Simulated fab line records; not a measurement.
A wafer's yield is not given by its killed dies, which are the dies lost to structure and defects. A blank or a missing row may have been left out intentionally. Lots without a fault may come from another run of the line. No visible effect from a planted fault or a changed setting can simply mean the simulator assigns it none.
The tool behind it: which one? | flow sky130 | Sampling: 13 lots, 39 wafers, 5 of 708 route steps

== WHAT THE GAUGES READ, wafer by wafer ==
SKY_VT_ADJUST_LVTN_OVL_MEAS_07. Usual: for VT_ADJUST_LVTN_OVL the level is -0.3 nm and the standard deviation is 1.4.
lot  | measured     | on         | VT_ADJUST_LVTN_OVL (nm) | flag
L497 | day 6 23:34  | overlay-01 | -1.6 -2.7 -1.9          |
L498 | day 7 10:09  | overlay-01 | 1.5 1.8 1.2             |
L499 | day 7 18:39  | overlay-01 | 1.8 3.2 1.3             |
L501 | day 8 04:18  | overlay-01 | -1.3 -2.4 -1.7          |
L502 | day 8 13:13  | overlay-02 | -2.3 -2.0 -3.1          |
L503 | day 8 16:51  | overlay-02 | -0.1 0.8 -0.5           |
L504 | day 8 22:27  | overlay-02 | -0.1 0.6 -0.3           |
L512 | day 11 01:23 | overlay-01 | 0.2 1.5 1.7             |
L513 | day 11 09:00 | overlay-01 | 0.2 -0.6 0.7            |
L515 | day 11 18:39 | overlay-01 | -1.7 0.0 0.7            |
L517 | day 12 11:37 | overlay-01 | 0.1 -0.4 0.8            |
L519 | day 12 22:49 | overlay-01 | 1.4 0.8 -1.6            |
L520 | day 13 04:47 | overlay-02 | 0.2 1.3 -0.1            |

SKY_VT_ADJUST_LVTN_TW_MEAS_21. Usual: for VT_ADJUST_LVTN_2_TW the level is 189.1 and the standard deviation is 1.3.
lot  | measured     | on            | VT_ADJUST_LVTN_2_TW | flag
L497 | day 7 21:05  | film_metro-02 | 186.5 187.5 186.3   |
L498 | day 8 07:05  | film_metro-01 | 190.7 190.5 191.0   |
L499 | day 8 16:17  | film_metro-04 | 188.6 187.3 187.3   |
L501 | day 9 01:20  | film_metro-01 | 189.7 189.1 189.2   |
L502 | day 9 10:45  | film_metro-02 | 187.9 188.1 187.0   |
L503 | day 9 15:05  | film_metro-04 | 189.2 188.6 189.3   |
L504 | day 9 20:48  | film_metro-04 | 188.2 189.2 188.7   |
L512 | day 12 00:44 | film_metro-02 | 189.8 189.8 189.4   |
L513 | day 12 08:36 | film_metro-01 | 189.5 190.7 190.0   |
L515 | day 12 19:18 | film_metro-02 | 189.5 189.2 189.6   |
L517 | day 13 12:26 | film_metro-04 | 189.2 189.1 189.4   |
L519 | day 14 00:47 | film_metro-04 | 189.6 188.5 189.9   |
L520 | day 14 07:14 | film_metro-01 | 189.7 190.2 190.3   |

SKY_VT_ADJUST_HVTR_TW_MEAS_11. Usual: for VT_ADJUST_HVTR_TW the level is 211.7 and the standard deviation is 1.3.
lot  | measured     | on            | VT_ADJUST_HVTR_TW | flag
L497 | day 9 16:31  | film_metro-03 | 210.6 210.8 212.2 |
L498 | day 10 03:34 | film_metro-03 | 212.5 212.2 211.3 |
L499 | day 10 13:24 | film_metro-03 | 212.3 212.5 211.4 |
L501 | day 10 22:37 | film_metro-01 | 213.8 214.2 214.4 |
L502 | day 11 10:04 | film_metro-03 | 211.0 210.0 210.5 |
L503 | day 11 13:07 | film_metro-04 | 212.9 211.1 211.8 |
L504 | day 11 19:43 | film_metro-03 | 210.2 210.6 209.9 |
L512 | day 14 03:06 | film_metro-04 | 213.7 213.6 212.7 |
L513 | day 14 11:58 | film_metro-03 | 209.4 210.1 210.2 |
L515 | day 14 22:58 | film_metro-01 | 213.1 213.3 213.9 |
L517 | day 15 16:58 | film_metro-04 | 210.6 212.3 211.4 |
L519 | day 16 05:51 | film_metro-03 | 210.1 212.0 210.8 |
L520 | day 16 13:54 | film_metro-04 | 212.1 212.6 212.2 |

SKY_VT_ADJUST_PCH_TW_MEAS_10. Usual: for VT_ADJUST_PCH_TW the level is 143.2 and the standard deviation is 0.74.
lot  | measured     | on            | VT_ADJUST_PCH_TW  | flag
L497 | day 10 15:57 | film_metro-03 | 143.5 143.2 143.2 |
L498 | day 11 02:20 | film_metro-03 | 142.1 142.7 142.7 |
L499 | day 11 12:29 | film_metro-02 | 143.2 143.2 143.8 |
L501 | day 11 22:20 | film_metro-04 | 143.9 143.4 143.3 |
L502 | day 12 10:33 | film_metro-02 | 144.4 143.6 143.2 |
L503 | day 12 13:26 | film_metro-02 | 83.3 83.3 82.8    | OFF
L504 | day 12 20:02 | film_metro-04 | 83.4 84.1 82.9    | OFF
L512 | day 15 05:14 | film_metro-03 | 143.0 143.3 142.6 |
L513 | day 15 14:02 | film_metro-04 | 143.4 143.7 143.4 |
L515 | day 16 02:15 | film_metro-02 | 142.5 142.2 142.1 |
L517 | day 16 22:05 | film_metro-02 | 142.0 142.3 142.6 |
L519 | day 17 09:59 | film_metro-04 | 142.2 142.7 143.5 |
L520 | day 17 19:29 | film_metro-03 | 142.1 141.4 141.9 |

== TOOL THAT RAN EACH LOT (tool first, then ch and the chambers of the sampled wafers, then the start) ==
lot  | SKY_VT_ADJUST_PCH_IMPLANT_08
L497 | implanter-01 ch 0, day 10 15:43
L498 | implanter-02 ch 0, day 11 02:05
L499 | implanter-01 ch 0, day 11 12:14
L501 | implanter-02 ch 0, day 11 22:07
L502 | implanter-03 ch 0, day 12 10:20
L503 | implanter-03 ch 0, day 12 13:11
L504 | implanter-03 ch 0, day 12 19:49
L512 | implanter-01 ch 0, day 15 04:59
L513 | implanter-02 ch 0, day 15 13:48
L515 | implanter-02 ch 0, day 16 02:01
L517 | implanter-02 ch 0, day 16 21:50
L519 | implanter-01 ch 0, day 17 09:44
L520 | implanter-03 ch 0, day 17 19:14
- SKY_VT_ADJUST_PCH_IMPLANT_08

== AS READ BY THE TOOLS THEMSELVES (means over the sampled wafers that have a number; for cases with no such wafer, the mark the record gives instead) ==
SKY_VT_ADJUST_PCH_IMPLANT_08. Usual: dose_ions_cm2 4.999e+11, standard deviation 5.3e+08; faraday_current_uA 2.81, standard deviation 0.054.
lot  | tool         | dose_ions_cm2 | faraday_current_uA | flag
L497 | implanter-01 | 4.999e+11     | 2.82               |
L498 | implanter-02 | 4.995e+11     | 2.80               |
L499 | implanter-01 | 4.998e+11     | 2.81               |
L501 | implanter-02 | 5.007e+11     | 2.83               |
L502 | implanter-03 | 4.999e+11     | 2.85               |
L503 | implanter-03 | 4.933e+10     | 0.28               | OFF
L504 | implanter-03 | 4.943e+10     | 0.28               | OFF
L512 | implanter-01 | 5.005e+11     | 2.79               |
L513 | implanter-02 | 4.997e+11     | 2.84               |
L515 | implanter-02 | 4.995e+11     | 2.86               |
L517 | implanter-02 | 5.001e+11     | 2.78               |
L519 | implanter-01 | 5.002e+11     | 2.84               |
L520 | implanter-03 | 5.000e+11     | 2.78               |

== THE ANSWER, worked out from the rows above alone ==
Rule: a lot is off if the mean of its wafers that have a number lies more than 3 standard deviations from the usual mean. A lot without any number at a reading at which 4 lots or more have one is off too. Where the step has rows for the other lots, those lots are counted as sound. Order of review: gauges by route order, followed by the tools' own readings, for which a lot's mean as printed above is used. At the first step where some lot is off, the reading lying furthest off is the one used; lots without a number count as furthest.
Off: L503, L504, seen at SKY_VT_ADJUST_PCH_TW_MEAS_10 (VT_ADJUST_PCH_TW).
A tool fits if, at a process step before that reading, it ran every lot that is off, and no sound lot after the first of them. Not tried: the gauges at SKY_VT_ADJUST_PCH_TW_MEAS_10; whatever is off there is also off at SKY_VT_ADJUST_PCH_IMPLANT_08, on other tools, and gauge error can't account for it. No candidate that was tried fits.

== WHAT THE SIMULATOR HAD PUT IN ==
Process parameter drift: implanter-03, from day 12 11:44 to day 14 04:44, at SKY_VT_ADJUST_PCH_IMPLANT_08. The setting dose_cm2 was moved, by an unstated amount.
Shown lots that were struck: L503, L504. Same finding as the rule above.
